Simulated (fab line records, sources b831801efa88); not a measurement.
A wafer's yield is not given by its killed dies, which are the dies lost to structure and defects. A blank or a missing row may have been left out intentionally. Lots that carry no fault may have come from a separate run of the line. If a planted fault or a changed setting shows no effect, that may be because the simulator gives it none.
fab line records    flow sky130
[record] lots = 6  wafers = 18  lastDay = 50
route steps=708 shown METAL5@671 PASSIVATION@681 PAD_OPEN@694
lots with no fault: from the same line, run without faults
startH: hours from the record's first day to the start of the lot's first wafer shown    waitH: time in hours since the lot's previous step    " the same as in the row above    L1.1+2: several wafers, shown together as one row    - no value, or no start given    * or withheld: withheld    < > ~ a bound
route shown NAME@n: a module of which the file shows steps, and the number in the route of the first    usual: mean/standard deviation taken from wafers without a fault    same: alike in all rows    chamber/n: place in a boat    sites: per-site readings    _std_site: standard deviation of those values    _edge_site: the outer-site mean with the inner-site mean subtracted    radiusMm: how far each site lies from the wafer's centre    mask NAME#n: copy n    behind: the last tool/chamber to shape the wafer    hold: what put the lot on hold/how long, in hours/how the hold closed    device: the transistor (n, p or np) that didn't switch    end of line: the route-end tests of the same wafers    where a step has no rows: the recipe by itself    killed: dies that structure and defects cost at the first sort, which is not the same as the wafer's yield    map: the dies of a wafer, with x for killed, . for not killed, _ for no die there
set.NAME: the run value of the setting; set.NAME@STEP: its run value at that earlier step    model.NAME: the simulator's own value behind a step, which no gauge read
lots at selected steps of the route; one table per step, one row per wafer
services: the hour from which a tool's chamber was out of use, counted from the record's first day as startH (under 0 if before that day), plus the number of hours and why
[[steps]]
[step SKY_METAL5_SOFTBAKE_10]
[recipe] tempC = 90  timeS = 60  resist = NOVOLAK
[step SKY_METAL5_EXPOSE_11]
[recipe] maskId = MM5  na = 0.6  sourceShape = conventional  sigmaOuter = 0.6  polarization = unpolarized  targetCdNm = 1600  doseMj = 190
[step SKY_METAL5_PEB_12]
[recipe] tempC = withheld  timeS = *  resist = NOVOLAK
[step SKY_METAL5_DEVELOP_13]
[recipe] resist = NOVOLAK  developer = TMAH  developTimeS = 60  devTempC = 23
[step SKY_METAL5_DESCUM_14]
[recipe] chemistry = O2  sourcePowerW = 150  biasPowerW = 0  pressureMtorr = 10  tempC = 40  timeS = 11
[usual] drypumpMotorCurrentA = 5.77/0.25  oesProductAu = 0.994/0.023
lot.wafer  tool         chamber  startH   waitH  drypumpMotorCurrentA  oesProductAu  rfHoursCounterH
L117.2     rieMetal-03  0        1042.63  0.1    5.79                  0.964         19
L117.3     "            1        "        "      5.60                  0.976         -
L117.6     "            1        "        "      5.61                  0.973         -
L127.2     rieMetal-03  1        1100.22  0.1    5.58                  0.986         15
L127.3     "            0        "        "      5.81                  0.975         -
L127.5     "            1        "        "      5.59                  0.975         -
L135.2     rieMetal-04  1        1146.98  0.1    5.66                  0.992         24
L135.3     "            0        "        "      5.46                  0.981         -
L135.4     "            1        "        "      5.64                  1.009         -
L136.4     rieMetal-04  1        1153.64  0.1    5.65                  0.994         -
L136.5     "            0        "        "      5.46                  0.982         -
L136.6     "            1        "        "      5.64                  1.003         -
L137.1     rieMetal-02  0        1156.40  0.1    6.10                  1.014         15
L137.4     "            1        "        "      6.15                  1.034         -
L137.5     "            1        "        "      6.15                  1.035         -
L138.1     rieMetal-04  1        1164.47  0.1    5.69                  0.989         25
L138.3     "            1        "        "      5.65                  0.992         -
L138.5     "            1        "        "      5.66                  0.998         -
[step SKY_METAL5_METAL_ETCH_15]
[recipe] targetDepthA = 12600  stopOn = SiO2  overEtchFrac = 0.2  timeS = 252  chemistry = Cl2/BCl3  resistSidewallDeg = 86  pressureMtorr = 10  icpW = 900  biasW = 48.5  Cl2_flow_sccm = 60  bcl3FlowSccm = 30
[usual] drypumpMotorCurrentA = 5.77/0.25  mfcCl2Sccm = 59.99/0.19  oesProductAu = 0.895/0.0043  throttleValvePct = 22.265/0.0089
lot.wafer  tool         chamber  startH   waitH  drypumpMotorCurrentA  mfcCl2Sccm  oesProductAu  rfHoursCounterH  throttleValvePct
L117.2     rieMetal-03  0        1042.67  0.0    5.79                  59.93       0.884         19               22.264
L117.3     "            1        "        "      5.62                  59.60       0.891         -                22.285
L117.6     "            1        "        "      5.64                  59.64       0.892         -                22.268
L127.2     rieMetal-03  1        1100.25  0.0    5.64                  60.28       0.897         15               22.260
L127.3     "            0        "        "      5.77                  59.95       0.891         -                22.269
L127.5     "            1        "        "      5.59                  60.07       0.892         -                22.259
L135.2     rieMetal-04  1        1147.02  0.0    5.65                  60.27       0.892         24               22.258
L135.3     "            0        "        "      5.46                  60.07       0.901         -                22.264
L135.4     "            1        "        "      5.65                  60.22       0.887         -                22.272
L136.4     rieMetal-04  1        1153.74  0.1    5.64                  60.03       0.889         -                22.257
L136.5     "            0        "        "      5.44                  59.94       0.898         -                22.257
L136.6     "            1        "        "      5.62                  59.80       0.891         -                22.261
L137.1     rieMetal-02  0        1156.43  0.0    6.08                  59.71       0.897         15               22.267
L137.4     "            1        "        "      6.15                  60.05       0.887         -                22.262
L137.5     "            1        "        "      6.16                  59.90       0.890         -                22.267
L138.1     rieMetal-04  1        1164.50  0.0    5.65                  59.98       0.899         25               22.263
L138.3     "            1        "        "      5.65                  60.03       0.891         -                22.271
L138.5     "            1        "        "      5.69                  59.89       0.889         -                22.256
[step SKY_METAL5_STRIP_16]
[recipe] chemistry = O2/N2  powerW = 1400  pressureMtorr = 1500  platenTempC = withheld  o2FlowSccm = 3000  n2FlowSccm = 300  overashFraction = 0.5
[usual] drypumpMotorCurrentA = 5.51/0.21  oesProductAu = 0.710/0.005  stripTimeToEndpointS = 13.2/0.31
lot.wafer  tool            chamber  startH   waitH  drypumpMotorCurrentA  oesProductAu  rfHoursCounterH  stripTimeToEndpointS
L117.2     plasmaAsher-02  0        1042.90  0.2    5.34                  0.710         123              13.7
L117.3     "               1        "        "      5.73                  0.717         -                13.4
L117.6     "               1        "        "      5.74                  0.712         -                13.5
L127.2     plasmaAsher-01  1        1100.49  0.2    5.39                  0.704         36               13.5
L127.3     "               0        "        "      5.48                  0.711         -                13.5
L127.5     "               0        "        "      5.51                  0.701         -                13.5
L135.2     plasmaAsher-03  1        1147.25  0.2    5.90                  0.708         69               13.0
L135.3     "               0        "        "      5.21                  0.708         -                13.3
L135.4     "               1        "        "      5.92                  0.713         -                13.1
L136.4     plasmaAsher-01  0        1153.93  0.1    5.51                  0.711         -                13.2
L136.5     "               1        "        "      5.42                  0.725         -                13.4
L136.6     "               0        "        "      5.49                  0.717         -                13.1
L137.1     plasmaAsher-03  1        1156.67  0.2    5.91                  0.716         69               13.1
L137.4     "               1        "        "      5.91                  0.710         -                12.6
L137.5     "               0        "        "      5.19                  0.710         -                12.7
L138.1     plasmaAsher-02  1        1164.74  0.2    5.73                  0.706         9                13.0
L138.3     "               0        "        "      5.38                  0.704         -                13.0
L138.5     "               0        "        "      5.36                  0.711         -                13.0
[step SKY_METAL5_STRIP_17]
[recipe] chemistry = postEtchResidueRemover  timeS = 1200  tempC = 72.5
[step SKY_METAL5_CLEAN_18]
[recipe] chemistry = IPA  timeS = 180  tempC = 25
[step SKY_METAL5_CLEAN_19]
[recipe] chemistry = O3/DIW  dry = n2Spin
[step SKY_PASSIVATION_CVD_00]
[recipe] material = SiO2  targetThkNm = 90  tempC = 400  timeS = withheld  rfW = 600
[usual] heaterPowerW = 650/95  rfFwdPowerW = 587.4/2.7  susceptorTempC = 399.99/0.23
lot.wafer  tool      chamber  startH   waitH  heaterPowerW  rfFwdPowerW  susceptorTempC
L117.2     pecvd-01  2        1043.49  0.0    666           591.6        399.56
L117.3     "         1        "        "      598           586.2        399.91
L117.6     "         2        "        "      669           591.3        400.12
L127.2     pecvd-01  0        1101.11  0.0    478           587.6        399.72
L127.3     "         2        "        "      569           588.0        400.25
L127.5     "         1        "        "      662           587.6        400.12
L135.2     pecvd-02  0        1147.84  0.0    629           588.6        399.95
L135.3     "         2        "        "      844           586.2        400.08
L135.4     "         2        "        "      853           587.9        400.35
L136.4     pecvd-02  2        1154.50  0.0    879           585.2        399.95
L136.5     "         1        "        "      659           587.0        399.79
L136.6     "         0        "        "      679           586.8        400.08
L137.1     pecvd-01  2        1157.26  0.0    620           588.3        400.18
L137.4     "         1        "        "      619           588.0        399.63
L137.5     "         2        "        "      613           590.7        400.37
L138.1     pecvd-04  0        1165.33  0.0    704           584.8        399.98
L138.3     "         1        "        "      622           586.9        400.17
L138.5     "         0        "        "      724           584.7        399.99
[step SKY_PASSIVATION_THK_MEAS_01]
[recipe] reads = SiO2_of_PASSIVATION_CVD_00
[usual] PASSIVATION_CVD_00_THK = 89.6/1.3
lot.wafer  tool          chamber  startH   waitH  PASSIVATION_CVD_00_THK[nm]
L117.2     filmMetro-04  -        1043.52  -      87.3
L117.3     "             -        "        "      88.3
L117.6     "             -        "        "      87.4
L127.2     filmMetro-04  -        1101.15  -      89.8
L127.3     "             -        "        "      89.0
L127.5     "             -        "        "      91.0
L135.2     filmMetro-02  -        1147.87  -      89.1
L135.3     "             -        "        "      89.3
L135.4     "             -        "        "      91.3
L136.4     filmMetro-03  -        1154.54  -      89.0
L136.5     "             -        "        "      89.8
L136.6     "             -        "        "      90.1
L137.1     filmMetro-03  -        1157.28  -      87.6
L137.4     "             -        "        "      88.9
L137.5     "             -        "        "      90.2
L138.1     filmMetro-03  -        1165.36  -      87.8
L138.3     "             -        "        "      90.5
L138.5     "             -        "        "      88.7
[step SKY_PASSIVATION_CVD_02]
[recipe] material = Si3N4  targetThkNm = 540  tempC = 400  timeS = withheld  rfW = 450
[usual] heaterPowerW = 711/87  rfFwdPowerW = 449.1/1.4  susceptorTempC = 400.04/0.21
lot.wafer  tool      chamber  startH   waitH  heaterPowerW  rfFwdPowerW  susceptorTempC  model.Si3N4_of_PASSIVATION_CVD_02.thkNm
L117.2     pecvd-04  2        1043.57  0.0    683           450.3        400.19          532.7
L117.3     "         0        "        "      790           452.0        400.56          537.9
L117.6     "         2        "        "      670           448.4        400.17          540.7
L127.2     pecvd-02  2        1101.20  0.0    902           450.4        400.05          533.8
L127.3     "         0        "        "      639           450.5        399.84          525.2
L127.5     "         2        "        "      901           450.1        400.21          531.6
L135.2     pecvd-04  0        1147.92  0.0    774           448.6        399.73          532.7
L135.3     "         1        "        "      685           449.2        400.22          542
L135.4     "         0        "        "      805           449.6        400.01          542.5
L136.4     pecvd-04  0        1154.69  0.1    744           629.6        399.76          598.7
L136.5     "         0        "        "      575           628.8        400.15          598.1
L136.6     "         1        "        "      683           630.0        399.85          607.3
L137.1     pecvd-04  0        1157.34  0.1    749           629.7        400.05          589.1
L137.4     "         0        "        "      582           629.0        399.87          593.6
L137.5     "         1        "        "      689           628.8        400.07          597
L138.1     pecvd-02  2        1165.42  0.1    881           448.4        399.61          534.3
L138.3     "         1        "        "      616           451.0        399.95          540.1
L138.5     "         1        "        "      629           451.1        400.23          553.2
[step SKY_PASSIVATION_THK_MEAS_03]
[recipe] reads = Si3N4_of_PASSIVATION_CVD_02
[usual] PASSIVATION_CVD_02_THK = 540/7.2
lot.wafer  tool          chamber  startH   waitH  PASSIVATION_CVD_02_THK[nm]
L117.2     filmMetro-02  -        1043.81  -      533
L117.3     "             -        "        "      538
L117.6     "             -        "        "      541
L127.2     filmMetro-02  -        1101.43  -      534
L127.3     "             -        "        "      525
L127.5     "             -        "        "      531
L135.2     filmMetro-02  -        1148.16  -      533
L135.3     "             -        "        "      542
L135.4     "             -        "        "      542
L136.4     filmMetro-04  -        1154.94  -      599
L136.5     "             -        "        "      598
L136.6     "             -        "        "      607
L137.1     filmMetro-03  -        1157.68  -      589
L137.4     "             -        "        "      594
L137.5     "             -        "        "      596
L138.1     filmMetro-02  -        1165.65  -      534
L138.3     "             -        "        "      540
L138.5     "             -        "        "      553
[step SKY_PASSIVATION_DEHYDRATE_04]
[recipe] tempC = 200  timeS = 60
[step SKY_PASSIVATION_HMDS_05]
[recipe] primeTimeS = 60  primeTempC = 120
[step SKY_PASSIVATION_COAT_06]
[recipe] spinRpm = 2000  resistThkNm = 3000
[step SKY_PASSIVATION_SOFTBAKE_07]
[recipe] tempC = 110  timeS = withheld
[step SKY_PASSIVATION_EXPOSE_08]
[recipe] maskId = NSM  targetCdNm = 3000  na = 0.57  doseMj = 260
[step SKY_PASSIVATION_PEB_09]
[recipe] tempC = 115  timeS = withheld
[step SKY_PASSIVATION_DEVELOP_10]
[recipe] developTimeS = 60  devTempC = 23
[step SKY_PASSIVATION_ETCH_11]
[recipe] chemistry = CF4/O2  targetDepthNm = 725  stopOn = AlCu  sourceW = 800  biasW = 150  pressureMtorr = 150  cf4FlowSccm = 80  O2_flow_sccm = 10  timeS = 161.1
[usual] cf4FlowSccm = 80.03/0.25  drypumpMotorCurrentA = 5.7/0.49  oesProductAu = 0.976/0.0071  throttleValvePct = 5.964/0.0092
lot.wafer  tool        chamber  startH   waitH  cf4FlowSccm  drypumpMotorCurrentA  oesProductAu  rfHoursCounterH  throttleValvePct  model.PASSIVATION.featureDepthNm  model.etch.depthNm
L117.2     rieDiel-04  1        1064.88  -      79.98        4.9                   0.975         18               5.970             692.3                             692.3
L117.3     "           3        "        "      79.38        5.1                   0.968         11               5.956             700.7                             700.7
L117.6     "           2        "        "      80.09        6.2                   0.982         -                5.970             700.5                             700.5
L127.2     rieDiel-03  1        1121.23  -      79.62        4.9                   0.974         16               5.967             696                               696
L127.3     "           0        "        "      80.16        6.3                   0.966         14               5.957             687.9                             687.9
L127.5     "           1        "        "      80.04        4.9                   0.973         -                5.973             696.5                             696.5
L135.2     rieDiel-02  1        1165.35  -      79.79        6.0                   0.978         13               5.963             696.6                             696.6
L135.3     "           0        "        "      80.18        5.9                   0.981         11               5.952             705.9                             705.9
L135.4     "           0        "        "      80.17        6.0                   0.979         -                5.973             707.9                             707.9
L136.4     rieDiel-03  0        1171.78  -      79.76        6.3                   0.980         -                5.962             699.3                             699.3
L136.5     "           1        "        "      79.41        4.9                   1.002         -                5.983             724.4                             724.4
L136.6     "           2        "        "      79.87        5.7                   0.975         -                5.966             697.3                             697.3
L137.1     rieDiel-02  0        1174.43  -      80.22        6.0                   0.996         11               5.982             716.1                             716.1
L137.4     "           3        "        "      79.98        5.6                   0.996         14               5.964             717.3                             717.3
L137.5     "           3        "        "      79.60        5.6                   0.991         -                5.979             719.8                             719.8
L138.1     rieDiel-04  1        1182.73  -      80.53        4.9                   0.973         21               5.963             696.7                             696.7
L138.3     "           3        "        "      80.33        5.0                   0.973         15               5.975             705                               705
L138.5     "           1        "        "      80.44        4.9                   0.986         -                5.975             716                               716
[step SKY_PASSIVATION_STRIP_12]
[recipe] chemistry = O2/N2  powerW = 1400  pressureMtorr = 1500  platenTempC = withheld  overashFraction = 0.7  o2FlowSccm = 3000  n2FlowSccm = 300
[usual] drypumpMotorCurrentA = 5.61/0.26  oesProductAu = 0.661/0.0043  stripTimeToEndpointS = 31.53/0.13
lot.wafer  tool            chamber  startH   waitH  drypumpMotorCurrentA  oesProductAu  rfHoursCounterH  stripTimeToEndpointS
L117.2     plasmaAsher-01  1        1064.98  0.1    5.42                  0.661         32               31.39
L117.3     "               1        "        "      5.40                  0.666         -                31.54
L117.6     "               0        "        "      5.47                  0.664         -                31.32
L127.2     plasmaAsher-03  1        1121.34  0.1    5.92                  0.663         66               31.52
L127.3     "               1        "        "      5.90                  0.663         -                31.61
L127.5     "               1        "        "      5.92                  0.669         -                31.52
L135.2     plasmaAsher-01  0        1165.45  0.1    5.55                  0.654         42               31.42
L135.3     "               0        "        "      5.52                  0.663         -                31.51
L135.4     "               1        "        "      5.40                  0.666         -                31.50
L136.4     plasmaAsher-04  1        1171.87  0.0    5.74                  0.659         -                31.75
L136.5     "               1        "        "      5.72                  0.662         -                31.55
L136.6     "               0        "        "      6.11                  0.666         -                31.61
L137.1     plasmaAsher-01  1        1174.54  0.1    5.43                  0.664         43               31.60
L137.4     "               0        "        "      5.54                  0.670         -                31.70
L137.5     "               1        "        "      5.39                  0.659         -                31.70
L138.1     plasmaAsher-01  1        1182.84  0.1    5.42                  0.660         44               31.42
L138.3     "               1        "        "      5.38                  0.653         -                31.58
L138.5     "               0        "        "      5.54                  0.664         -                31.54
[step SKY_PAD_OPEN_DEHYDRATE_00]
[recipe] tempC = 200  timeS = 60
[step SKY_PAD_OPEN_HMDS_01]
[recipe] primeTimeS = 60  primeTempC = 120
[step SKY_PAD_OPEN_COAT_02]
[recipe] spinRpm = 2000  resistThkNm = 3000
[step SKY_PAD_OPEN_SOFTBAKE_03]
[recipe] tempC = 110  timeS = withheld
[step SKY_PAD_OPEN_EXPOSE_04]
[recipe] maskId = PDM  targetCdNm = 60000  na = 0.57  doseMj = 260
[step SKY_PAD_OPEN_PEB_05]
[recipe] tempC = 115  timeS = withheld
[step SKY_PAD_OPEN_DEVELOP_06]
[recipe] developTimeS = 60  devTempC = 23
[step SKY_PAD_OPEN_ETCH_07]
[recipe] chemistry = CF4/O2  targetDepthNm = 725  stopOn = AlCu  sourceW = 800  biasW = 150  pressureMtorr = 150  cf4FlowSccm = 80  O2_flow_sccm = 10  timeS = 161.1
[usual] cf4FlowSccm = 80.02/0.24  drypumpMotorCurrentA = 5.8/0.48  oesProductAu = 0.976/0.008  throttleValvePct = 5.963/0.0089
lot.wafer  tool        chamber  startH   waitH  cf4FlowSccm  drypumpMotorCurrentA  oesProductAu  rfHoursCounterH  throttleValvePct  model.PAD_OPEN.featureDepthNm  model.etch.depthNm
L117.2     rieDiel-01  2        1085.80  -      80.26        5.4                   0.969         25               5.947             692.3                          692.3
L117.3     "           0        "        "      79.76        5.9                   0.983         2                5.973             700.7                          700.7
L117.6     "           2        "        "      80.18        5.4                   0.975         -                5.954             700.5                          700.5
L127.2     rieDiel-01  3        1140.43  -      79.94        6.5                   0.962         26               5.974             696                            696
L127.3     "           0        "        "      79.37        5.9                   0.969         4                5.954             687.9                          687.9
L127.5     "           1        "        "      80.00        5.3                   0.972         -                5.953             696.5                          696.5
L135.2     rieDiel-01  1        1182.55  -      79.99        5.3                   0.968         17               5.965             696.6                          696.6
L135.3     "           0        "        "      80.09        5.9                   0.988         6                5.959             705.9                          705.9
L135.4     "           3        "        "      79.92        6.5                   0.978         28               5.970             707.9                          707.9
L136.4     rieDiel-02  0        1188.03  -      79.66        6.0                   0.989         12               5.966             715.8                          715.8
L136.5     "           1        "        "      80.15        6.0                   0.984         -                5.970             712.8                          712.8
L136.6     "           0        "        "      80.18        6.0                   0.979         -                5.953             697.3                          697.3
L137.1     rieDiel-03  2        1191.23  -      79.82        5.7                   0.977         32               5.960             696                            696
L137.4     "           2        "        "      80.08        5.7                   0.988         -                5.964             705                            705
L137.5     "           2        "        "      79.93        5.7                   0.977         -                5.977             701.1                          701.1
L138.1     rieDiel-01  3        1198.38  -      79.88        6.5                   0.979         28               5.944             696.7                          696.7
L138.3     "           0        "        "      79.83        5.9                   0.981         6                5.971             705                            705
L138.5     "           1        "        "      80.11        5.3                   0.969         -                5.966             702.5                          702.5
[step SKY_PAD_OPEN_STRIP_08]
[recipe] chemistry = O2/N2  powerW = 1400  pressureMtorr = 1500  platenTempC = withheld  overashFraction = 0.7  o2FlowSccm = 3000  n2FlowSccm = 300
[step SKY_PAD_OPEN_STRIP_09]
[recipe] chemistry = postEtchResidueRemover  timeS = 1200  tempC = 72.5
lot.wafer  tool         chamber  startH   waitH  model.Si3N4_of_PASSIVATION_CVD_02.thkNm
L117.2     wetBench-01  1        1086.00  0.1    532.3
L117.3     "            1        "        "      537.5
L117.6     "            1        "        "      540.3
L127.2     wetBench-01  2        1140.64  0.1    533.4
L127.3     "            2        "        "      524.9
L127.5     "            2        "        "      531.3
L135.2     wetBench-01  2        1182.75  0.1    532.4
L135.3     "            2        "        "      541.6
L135.4     "            2        "        "      542.1
L136.4     wetBench-01  2        1188.25  0.0    598.3
L136.5     "            2        "        "      597.8
L136.6     "            2        "        "      606.9
L137.1     wetBench-02  1        1191.49  0.1    588.8
L137.4     "            1        "        "      593.3
L137.5     "            1        "        "      596.6
L138.1     wetBench-02  2        1198.59  0.1    533.9
L138.3     "            2        "        "      539.7
L138.5     "            2        "        "      552.8
[step SKY_PAD_OPEN_CLEAN_10]
[recipe] chemistry = IPA  timeS = 180  tempC = 25
[step SKY_PAD_OPEN_PROBE_99]
[usual] defectLimitedYield = 82.3/1.9  killed_at_M0_to_M3 = 45/6.6  killed_at_M4_up = 3.1/1.6  killedAtContacts = 24/5  killedAtFrontEnd = 14/4.4  killedAtOther = 0.3/0.58  killedDies = 87/9.2  killedOpen = 47/6.7  killedShort = 40/6.4
[same] grossDies = 492  killedAtBackSide = 0
lot.wafer  tool       chamber  startH   waitH  defectLimitedYield[%]  killed_at_M0_to_M3  killed_at_M4_up  killedAtContacts  killedAtFrontEnd  killedAtOther  killedDies  killedOpen  killedShort  model.etest.pad.probeOhm  model.etest.tester.sort_bin_4_pct
L117.2     prober-01  -        1088.17  0.1    86.6                   29                  4                19                13                1              66          36          30           0.5484                    0
L117.3     prober-01  -        1088.22  0.2    81.1                   54                  3                21                14                1              93          45          48           0.5398                    0
L117.6     prober-01  -        1088.37  0.2    85.8                   30                  3                19                18                0              70          39          31           0.4993                    0
L127.2     prober-01  -        1142.82  0.1    81.9                   42                  5                27                15                0              89          45          44           0.4587                    0
L127.3     prober-01  -        1142.87  0.2    82.9                   42                  3                32                7                 0              84          43          41           0.5161                    0
L127.5     prober-01  -        1142.97  0.2    81.1                   46                  5                30                12                0              93          58          35           0.5471                    0
L135.2     prober-02  -        1184.95  0.1    80.3                   51                  1                29                16                0              97          58          39           0.497                     0
L135.3     prober-02  -        1185.00  0.2    81.7                   49                  4                22                15                0              90          60          30           0.6046                    0
L135.4     prober-02  -        1185.05  0.2    81.7                   47                  2                20                21                0              90          46          44           0.4888                    0
L136.4     prober-02  -        1190.56  0.2    83.5                   45                  4                23                9                 0              81          47          34           0.5556                    0
L136.5     prober-02  -        1190.61  0.2    84.3                   42                  1                26                8                 0              77          44          33           0.6126                    0
L136.6     prober-02  -        1190.66  0.2    82.9                   35                  3                33                13                0              84          45          39           0.5182                    0
L137.1     prober-01  -        1193.60  0.1    81.3                   47                  2                25                17                1              92          50          42           0.6609                    0
L137.4     prober-01  -        1193.75  0.2    80.5                   50                  1                31                14                0              96          49          47           0.6193                    0
L137.5     prober-01  -        1193.80  0.2    80.5                   44                  5                23                24                0              96          52          44           1.406                     2.318e-13
L138.1     prober-02  -        1200.70  0.1    84.6                   39                  2                25                7                 3              76          37          39           0.5575                    0
L138.3     prober-02  -        1200.80  0.2    79.9                   55                  3                27                14                0              99          55          44           0.5658                    0
L138.5     prober-02  -        1200.90  0.2    82.7                   48                  2                21                14                0              85          44          41           0.4714                    0
// killed by level:class
L117.2 LI_CONTACT:geometricParticle:open=7 METAL2:geometricParticle:short=5 LOCAL_INTERCONNECT:geometricParticle:short=4 CONTACT:geometricParticle:open=4 VIA3:geometricParticle:open=4 FIELD_ISO:geometricParticle:open=3 POLY_GATE:geometricParticle:open=3 VIA1:geometricParticle:open=3
L117.3 METAL1:geometricParticle:short=9 CONTACT:geometricParticle:open=8 VIA2:geometricParticle:open=8 LOCAL_INTERCONNECT:geometricParticle:short=7 VIA3:geometricParticle:open=7 VIA1:geometricParticle:open=6 METAL2:geometricParticle:short=6 METAL2:geometricParticle:open=5
L117.6 LI_CONTACT:geometricParticle:open=8 VIA1:geometricParticle:open=8 FIELD_ISO:geometricParticle:short=6 VIA2:geometricParticle:open=6 METAL2:geometricParticle:short=5 CONTACT:geometricParticle:open=5 FIELD_ISO:geometricParticle:open=4 POLY_GATE:geometricParticle:short=4
L127.2 CONTACT:geometricParticle:open=10 VIA1:geometricParticle:open=10 LI_CONTACT:geometricParticle:open=9 METAL1:geometricParticle:short=8 FIELD_ISO:geometricParticle:short=5 METAL2:geometricParticle:short=5 VIA1:geometricParticle:short=5 LOCAL_INTERCONNECT:geometricParticle:short=4
L127.3 CONTACT:geometricParticle:open=12 VIA1:geometricParticle:open=9 LOCAL_INTERCONNECT:geometricParticle:short=6 LI_CONTACT:geometricParticle:short=5 METAL2:geometricParticle:short=5 VIA2:geometricParticle:short=5 VIA2:geometricParticle:open=5 CONTACT:geometricParticle:short=4
L127.5 CONTACT:geometricParticle:open=13 LI_CONTACT:geometricParticle:open=11 VIA1:geometricParticle:open=9 VIA3:geometricParticle:open=7 VIA2:geometricParticle:open=6 METAL4:geometricParticle:short=5 METAL2:geometricParticle:short=5 METAL3:geometricParticle:short=4
L135.2 VIA1:geometricParticle:open=16 CONTACT:geometricParticle:open=9 LI_CONTACT:geometricParticle:open=8 VIA2:geometricParticle:open=8 LOCAL_INTERCONNECT:geometricParticle:short=7 METAL2:geometricParticle:short=6 POLY_GATE:geometricParticle:open=6 VIA3:geometricParticle:open=6
L135.3 VIA1:geometricParticle:open=15 VIA3:geometricParticle:open=8 CONTACT:geometricParticle:open=8 LI_CONTACT:geometricParticle:open=7 VIA2:geometricParticle:open=7 FIELD_ISO:geometricParticle:open=5 FIELD_ISO:geometricParticle:short=4 CONTACT:geometricParticle:short=4
L135.4 VIA3:geometricParticle:open=11 LI_CONTACT:geometricParticle:open=8 METAL1:geometricParticle:short=8 METAL2:geometricParticle:short=7 VIA1:geometricParticle:open=6 FIELD_ISO:geometricParticle:open=5 POLY_GATE:geometricParticle:short=5 FIELD_ISO:geometricParticle:short=4
L136.4 VIA1:geometricParticle:open=11 VIA2:geometricParticle:open=8 CONTACT:geometricParticle:open=7 LI_CONTACT:geometricParticle:short=6 METAL2:geometricParticle:open=5 LI_CONTACT:geometricParticle:open=4 LOCAL_INTERCONNECT:geometricParticle:short=4 METAL2:geometricParticle:short=4
L136.5 VIA1:geometricParticle:open=13 METAL2:geometricParticle:short=9 CONTACT:geometricParticle:open=9 LI_CONTACT:geometricParticle:open=7 VIA2:geometricParticle:open=6 CONTACT:geometricParticle:short=5 LOCAL_INTERCONNECT:geometricParticle:short=4 METAL3:geometricParticle:short=4
L136.6 CONTACT:geometricParticle:open=14 METAL2:geometricParticle:short=6 VIA3:geometricParticle:open=6 LOCAL_INTERCONNECT:geometricParticle:short=5 VIA1:geometricParticle:open=5 CONTACT:geometricParticle:short=5 VIA2:geometricParticle:open=5 FIELD_ISO:geometricParticle:short=4
L137.1 VIA1:geometricParticle:open=14 CONTACT:geometricParticle:open=8 VIA3:geometricParticle:open=7 CONTACT:geometricParticle:short=6 FIELD_ISO:geometricParticle:open=5 LOCAL_INTERCONNECT:geometricParticle:short=5 FIELD_ISO:geometricParticle:short=4 LI_CONTACT:geometricParticle:open=4
L137.4 CONTACT:geometricParticle:open=12 VIA1:geometricParticle:open=8 VIA2:geometricParticle:open=7 VIA2:geometricParticle:short=6 LI_CONTACT:geometricParticle:open=6 METAL1:geometricParticle:short=6 LOCAL_INTERCONNECT:geometricParticle:short=6 VIA1:geometricParticle:short=6
L137.5 VIA3:geometricParticle:open=9 CONTACT:geometricParticle:short=9 FIELD_ISO:geometricParticle:open=8 VIA1:geometricParticle:open=8 CONTACT:geometricParticle:open=7 METAL1:geometricParticle:short=5 METAL2:geometricParticle:short=5 VIA2:geometricParticle:open=5
L138.1 LI_CONTACT:geometricParticle:open=10 VIA2:geometricParticle:open=9 METAL2:geometricParticle:short=8 VIA1:geometricParticle:open=8 METAL1:geometricParticle:short=7 CONTACT:geometricParticle:open=5 CONTACT:geometricParticle:short=4 LI_CONTACT:geometricParticle:short=3
L138.3 VIA2:geometricParticle:open=12 VIA1:geometricParticle:open=11 CONTACT:geometricParticle:open=10 CONTACT:geometricParticle:short=7 METAL1:geometricParticle:short=7 LI_CONTACT:geometricParticle:open=6 VIA1:geometricParticle:short=6 VIA3:geometricParticle:open=5
L138.5 VIA1:geometricParticle:open=12 VIA1:geometricParticle:short=8 CONTACT:geometricParticle:open=7 LI_CONTACT:geometricParticle:open=6 VIA2:geometricParticle:open=5 VIA2:geometricParticle:short=5 VIA3:geometricParticle:open=5 FIELD_ISO:geometricParticle:short=4
[[services]]
tool            chamber  startH   hours  kind
rieDiel-03      1        1023.22  2.4    repair
plasmaAsher-03  -        1041.45  12.4   repair
rieMetal-03     1        1055.13  14.6   repair
rieMetal-03     0        1057.29  2.8    repair
rieDiel-02      2        1063.00  4.6    repair
pecvd-04        2        1066.80  19.8   repair
rieMetal-04     1        1070.24  18.4   repair
pecvd-01        -        1079.48  2.8    pm
rieMetal-03     -        1091.32  0.6    repair
rieDiel-02      -        1107.83  0.1    repair
rieDiel-02      3        1115.80  4.7    repair
rieDiel-03      1        1123.08  5.1    repair
pecvd-02        -        1125.96  0.7    repair
rieDiel-02      0        1132.57  1.4    repair
rieDiel-02      2        1134.77  1.5    repair
plasmaAsher-03  -        1136.12  1.7    repair
rieDiel-03      2        1139.88  8.3    repair
rieDiel-03      0        1143.21  6.8    repair
rieMetal-03     -        1152.04  10.0   pm
pecvd-02        -        1157.73  2.8    pm
rieMetal-03     1        1171.37  12.6   repair
pecvd-02        0        1171.52  5.8    repair
rieMetal-03     1        1183.96  15.0   repair
rieMetal-04     -        1184.02  14.6   pm
[[key]]
[firstSign] step = SKY_PASSIVATION_CVD_02  reading = rfFwdPowerW  direction = up  sigmas = 99+  usual = 449.1  struck = 629.3
[effect] step = SKY_PASSIVATION_THK_MEAS_03  reading = PASSIVATION_CVD_02_THK  direction = up  sigmas = 7.8  usual = 540  struck = 597
[modelEffect] step = SKY_PASSIVATION_CVD_02  value = Si3N4_of_PASSIVATION_CVD_02.thkNm  without = 539.8  struck = 597.3
[modelEffect] step = SKY_PASSIVATION_ETCH_11  value = PASSIVATION.featureDepthNm  without = 701.2  struck = 712.4
[modelEffect] step = SKY_PAD_OPEN_ETCH_07  value = PAD_OPEN.featureDepthNm  without = 703  struck = 704.7
[modelEffect] step = SKY_PAD_OPEN_STRIP_09  value = Si3N4_of_PASSIVATION_CVD_02.thkNm  without = 539.4  struck = 596.9
[modelEffect] step = SKY_PAD_OPEN_PROBE_99  value = etest.pad.probeOhm  without = 0.537  struck = 0.7288
metAt SKY_PASSIVATION_CVD_02
struckWafers L136.4,L136.5,L136.6,L137.1,L137.4,L137.5
onsetBetween 1147.92 1154.69
[fault] kind = processParameterDrift  tool = pecvd-04  chamber = -  onsetH = 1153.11  steps = SKY_PASSIVATION_CVD_02  channel = rfW  offset = 180  shape = step  endH = 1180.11  actsIn = theseRecipesOnly  stated = 450
